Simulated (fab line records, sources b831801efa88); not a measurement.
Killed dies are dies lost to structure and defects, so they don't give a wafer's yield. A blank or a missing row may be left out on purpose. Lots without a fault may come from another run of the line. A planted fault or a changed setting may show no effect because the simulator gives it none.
Which tool did it? | flow gf180mcu | 6 lots, 18 wafers sampled, at 3 steps of a route of 602

WHAT THE GAUGES READ, wafer by wafer
GF_HV_LDD_THK_MEAS_57.
lot  | measured     | on            | HV_LDD_CVD_56_THK (nm)
L464 | day 13 04:37 | film_metro-01 | 91.7 91.0 91.2
L468 | day 14 13:28 | film_metro-01 | 97.8 97.4 98.0
L470 | day 15 04:25 | film_metro-02 | 90.2 90.3 90.4
L479 | day 18 13:06 | film_metro-01 | 90.2 90.5 90.6
L482 | day 19 06:56 | film_metro-02 | 89.8 89.7 89.8
L483 | day 19 18:22 | film_metro-01 | 90.1 90.6 90.6

WHICH TOOL RAN EACH LOT (tool, then ch and the chambers of the sampled wafers, then the start)
lot  | GF_HV_LDD_RTA_52                 | GF_HV_LDD_CVD_56
L464 | rtp_anneal-01 ch 0, day 13 01:55 | lpcvd-02 ch 1, day 13 03:11
L468 | rtp_anneal-01 ch 0, day 14 10:46 | lpcvd-02 ch 0, day 14 12:01
L470 | rtp_anneal-01 ch 0, day 15 01:43 | lpcvd-01 ch 1, day 15 02:58
L479 | rtp_anneal-01 ch 0, day 18 09:50 | lpcvd-02 ch 0, day 18 11:38
L482 | rtp_anneal-02 ch 0, day 19 04:15 | lpcvd-01 ch 0, day 19 05:30
L483 | rtp_anneal-02 ch 0, day 19 15:07 | lpcvd-02 ch 1, day 19 16:55
- GF_HV_LDD_RTA_52: time 10 s.
- GF_HV_LDD_CVD_56: deposits Si3N4 from DCS/NH3, target thk 90 nm, time 1543 s.

THE ANSWER, worked out from the rows above alone
Rule: what is usual is taken from the lots themselves. Put in order of their means at a reading, lots are off if they are a third of the lots or fewer, leave a main group of 4 or more, and stand apart from it by a gap of 3 or more times the standard deviation of the main group's means; of several such gaps the widest counts. A main group whose means are all the same, to the digits that the tables above print for the reading, isn't used. A lot without any number at a reading at which 4 lots or more have one is off too. The other lots that the step has rows for count as sound.
Off: L468, at GF_HV_LDD_THK_MEAS_57 (HV_LDD_CVD_56_THK). The main group: mean 90.4 nm, standard deviation 0.49.
A tool fits if, at a process step before that reading, it ran every lot that is off, and no sound lot after the first of them. The gauges at GF_HV_LDD_THK_MEAS_57 are tried like those tools. None of those tried fits.

WHAT THE SIMULATOR HAD PUT IN
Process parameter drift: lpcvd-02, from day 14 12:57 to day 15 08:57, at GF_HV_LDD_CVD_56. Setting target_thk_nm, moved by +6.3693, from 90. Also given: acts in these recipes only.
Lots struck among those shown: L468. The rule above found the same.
